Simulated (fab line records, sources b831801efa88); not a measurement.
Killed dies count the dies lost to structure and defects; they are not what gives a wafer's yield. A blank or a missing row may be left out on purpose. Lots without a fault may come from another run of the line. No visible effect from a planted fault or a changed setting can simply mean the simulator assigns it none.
Which tool did it? | flow sky130 | 21 wafers from 7 lots sampled at 2 of the route's 708 steps

== WHAT THE GAUGES READ, wafer by wafer ==
SKY_NWELL_RS_MEAS_29: measurement is done with a four-point probe.
lot  | measured     | on            | NWELL_RS (ohm/sq)
L265 | day 5 21:46  | film-metro-04 | 625.8 623.1 625.6
L269 | day 6 16:38  | film-metro-02 | 625.7 626.8 625.5
L276 | day 8 12:14  | film-metro-03 | 646.8 644.2 646.5
L279 | day 9 16:43  | film-metro-02 | 626.2 628.6 626.4
L281 | day 9 21:08  | film-metro-03 | 622.2 621.7 623.1
L283 | day 10 07:37 | film-metro-03 | 629.3 626.5 625.7
L286 | day 11 06:58 | film-metro-04 | 624.6 625.5 624.7

== EACH LOT AND THE TOOL THAT RAN IT (in order: tool; ch and the chambers of the sampled wafers; start) ==
lot  | SKY_NWELL_IMPLANT_13
L265 | implanter-01 ch 0, day 5 02:53
L269 | implanter-03 ch 0, day 5 21:46
L276 | implanter-02 ch 0, day 7 14:58
L279 | implanter-03 ch 0, day 8 18:46
L281 | implanter-01 ch 0, day 8 22:57
L283 | implanter-03 ch 0, day 9 08:29
L286 | implanter-01 ch 0, day 10 06:42
- SKY_NWELL_IMPLANT_13

== THE ANSWER, worked out from the rows above alone ==
Rule: the usual values come from the lots themselves. The widest of any qualifying gaps counts: lots, ordered by their means at a reading, are off when they make up no more than a third of the lots, leave a main group of 4 or more, and stand apart from it by 3 or more times the standard deviation of that group's means. The tables above print the reading to a certain number of digits; a main group whose means all agree to those digits is not used. Also off: a lot with no number at a reading for which 4 or more lots have one. The other lots that the step has rows for count as sound.
Off: L276, seen at SKY_NWELL_RS_MEAS_29 (NWELL_RS). Main group: mean 625.4 ohm/sq, sd 1.6.
If a tool, at a process step before that reading, ran all the lots that are off and no sound lot after the first of them, it fits. Those tools and the gauges at SKY_NWELL_RS_MEAS_29 are tried in the same way. One fits: SKY_NWELL_IMPLANT_13 on implanter-02. It ran no sound lot before its first lot that is off in this sample, so the start can't be narrowed down.

== WHAT THE SIMULATOR HAD INSERTED ==
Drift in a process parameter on implanter-02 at SKY_NWELL_IMPLANT_13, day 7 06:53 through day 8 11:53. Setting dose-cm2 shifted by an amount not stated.
Struck lots among those shown: L276. Same finding as the rule above.
